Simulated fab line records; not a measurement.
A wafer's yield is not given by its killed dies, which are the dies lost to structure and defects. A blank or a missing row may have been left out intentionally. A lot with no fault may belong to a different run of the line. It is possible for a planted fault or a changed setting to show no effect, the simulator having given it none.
Which tool is to blame? -- flow gf180mcu -- 14 lots with 42 wafers sampled at 4 steps, on a route of 602 steps

## WHAT THE GAUGES READ, wafer by wafer
GF_V1_THK_MEAS_01.
lot,measured,on,V1_CVD_00_THK (nm)
L281,day 17 20:42,film-metro-03,598 605 599
L283,day 18 12:11,film-metro-01,588 593 590
L284,day 19 02:22,film-metro-01,601 591 595
L292,day 22 01:34,film-metro-01,600 608 612
L293,day 22 10:49,film-metro-02,610 612 606
L294,day 23 01:17,film-metro-03,591 592 593
L295,day 23 11:49,film-metro-03,605 608 600
L296,day 23 21:49,film-metro-02,591 594 592
L297,day 23 22:25,film-metro-03,606 598 606
L298,day 24 00:00,film-metro-01,606 598 587
L299,day 24 09:53,film-metro-02,595 594 611
L300,day 24 16:32,film-metro-02,601 603 605
L301,day 25 03:32,film-metro-03,604 592 603
L302,day 25 06:59,film-metro-02,599 601 598

GF_V1_THK_MEAS_03.
lot,measured,on,V1_CVD_02_THK (nm)
L281,day 17 20:50,film-metro-03,865 843 863
L283,day 18 12:19,film-metro-02,857 842 871
L284,day 19 02:29,film-metro-03,852 838 861
L292,day 22 01:41,film-metro-03,853 856 870
L293,day 22 10:56,film-metro-01,855 865 866
L294,day 23 01:25,film-metro-01,838 853 868
L295,day 23 11:57,film-metro-01,841 862 859
L296,day 23 21:57,film-metro-01,859 860 869
L297,day 23 22:32,film-metro-01,834 812 848
L298,day 24 00:08,film-metro-02,862 861 866
L299,day 24 10:01,film-metro-03,839 863 868
L300,day 24 16:40,film-metro-03,868 862 873
L301,day 25 03:40,film-metro-02,850 857 860
L302,day 25 07:07,film-metro-03,824 856 847

## WHAT TOOL EACH LOT RAN ON (gives the tool, then ch and the chambers of the sampled wafers, and finally the start)
lot,GF_SALICIDE_SPUTTER_03,GF_V1_CVD_02
L281,"pvd-sputter-03, day 15 20:41","pecvd-01 ch 0,1,2, day 17 20:46"
L283,"pvd-sputter-03, day 16 09:17","pecvd-01 ch 0,1, day 18 12:15"
L284,"pvd-sputter-03, day 16 23:31","pecvd-01 ch 0,1, day 19 02:26"
L292,"pvd-sputter-01, day 19 22:05","pecvd-01 ch 0,1,2, day 22 01:37"
L293,"pvd-sputter-01, day 20 07:17","pecvd-01 ch 0,1,2, day 22 10:51"
L294,"pvd-sputter-01, day 20 23:55","pecvd-03 ch 0,1,2, day 23 01:20"
L295,"pvd-sputter-01, day 21 09:41","pecvd-01 ch 0,1,2, day 23 11:52"
L296,"pvd-sputter-03, day 21 19:58","pecvd-02 ch 0,1,2, day 23 21:53"
L297,"pvd-sputter-04, day 21 20:20","pecvd-03 ch 1,2, day 23 22:28"
L298,"pvd-sputter-03, day 21 22:53","pecvd-02 ch 0,1,2, day 24 00:03"
L299,"pvd-sputter-01, day 22 08:22","pecvd-02 ch 0,1, day 24 09:56"
L300,"pvd-sputter-01, day 22 16:59","pecvd-02 ch 0,1, day 24 16:36"
L301,"pvd-sputter-04, day 23 04:07","pecvd-02 ch 0,2, day 25 03:35"
L302,"pvd-sputter-03, day 23 07:31","pecvd-03 ch 0,1,2, day 25 07:03"
- GF_SALICIDE_SPUTTER_03: material TiN, target thk 20 nm, time 16.7 s.
- GF_V1_CVD_02: deposits SiO2 from TEOS, target thk 850 nm, time 94.851 s.

## AS READ BY THE TOOLS THEMSELVES (means over the sampled wafers that have a number; for cases with no such wafer, the mark the record gives instead)
GF_SALICIDE_SPUTTER_03.
lot,tool,chamber-pressure-pa (Pa),throttle-valve-pct (%)
L281,pvd-sputter-03,0.4001,29.9
L283,pvd-sputter-03,0.3757,31.3
L284,pvd-sputter-03,0.3768,31.3
L292,pvd-sputter-01,0.4013,30.6
L293,pvd-sputter-01,0.3995,29.9
L294,pvd-sputter-01,0.3999,30.4
L295,pvd-sputter-01,0.3998,30.5
L296,pvd-sputter-03,0.4002,30.3
L297,pvd-sputter-04,0.4006,31.3
L298,pvd-sputter-03,0.4003,29.9
L299,pvd-sputter-01,0.3998,30.1
L300,pvd-sputter-01,0.3998,30.4
L301,pvd-sputter-04,0.4006,30.8
L302,pvd-sputter-03,0.3994,29.6

GF_V1_CVD_02.
lot,tool,heater-power-w (W)
L281,pecvd-01,628
L283,pecvd-01,696
L284,pecvd-01,688
L292,pecvd-01,625
L293,pecvd-01,598
L294,pecvd-03,689
L295,pecvd-01,657
L296,pecvd-02,604
L297,pecvd-03,646
L298,pecvd-02,622
L299,pecvd-02,689
L300,pecvd-02,725
L301,pecvd-02,567
L302,pecvd-03,609

## THE ANSWER, worked out from the rows above alone
Rule: the lots themselves supply what counts as usual. The widest of any qualifying gaps counts: lots, ordered by their means at a reading, are off when they make up no more than a third of the lots, leave a main group of 4 or more, and stand apart from it by 3 or more times the standard deviation of that group's means. A main group whose means are all the same, to the digits that the tables above print for the reading, isn't used. A lot without any number at a reading at which 4 lots or more have one is off too. Any other lot the step has rows for is counted as sound. The gauges are gone through in route order, then the tools' own readings, and for those a lot's mean is taken as printed above. The first step at which some lot is off is used, and at that step the reading that is off furthest; a lot without a number counts as furthest.
Off at GF_SALICIDE_SPUTTER_03 (chamber-pressure-pa): L283, L284. Main group: mean 0.4001 Pa, sd 0.00051.
If a tool, at that step or one of the process steps before it, ran each lot that is off and ran no sound lot following the first of them, it fits. Not one of the candidates tried fits.

## WHAT HAD BEEN PUT IN BY THE SIMULATOR
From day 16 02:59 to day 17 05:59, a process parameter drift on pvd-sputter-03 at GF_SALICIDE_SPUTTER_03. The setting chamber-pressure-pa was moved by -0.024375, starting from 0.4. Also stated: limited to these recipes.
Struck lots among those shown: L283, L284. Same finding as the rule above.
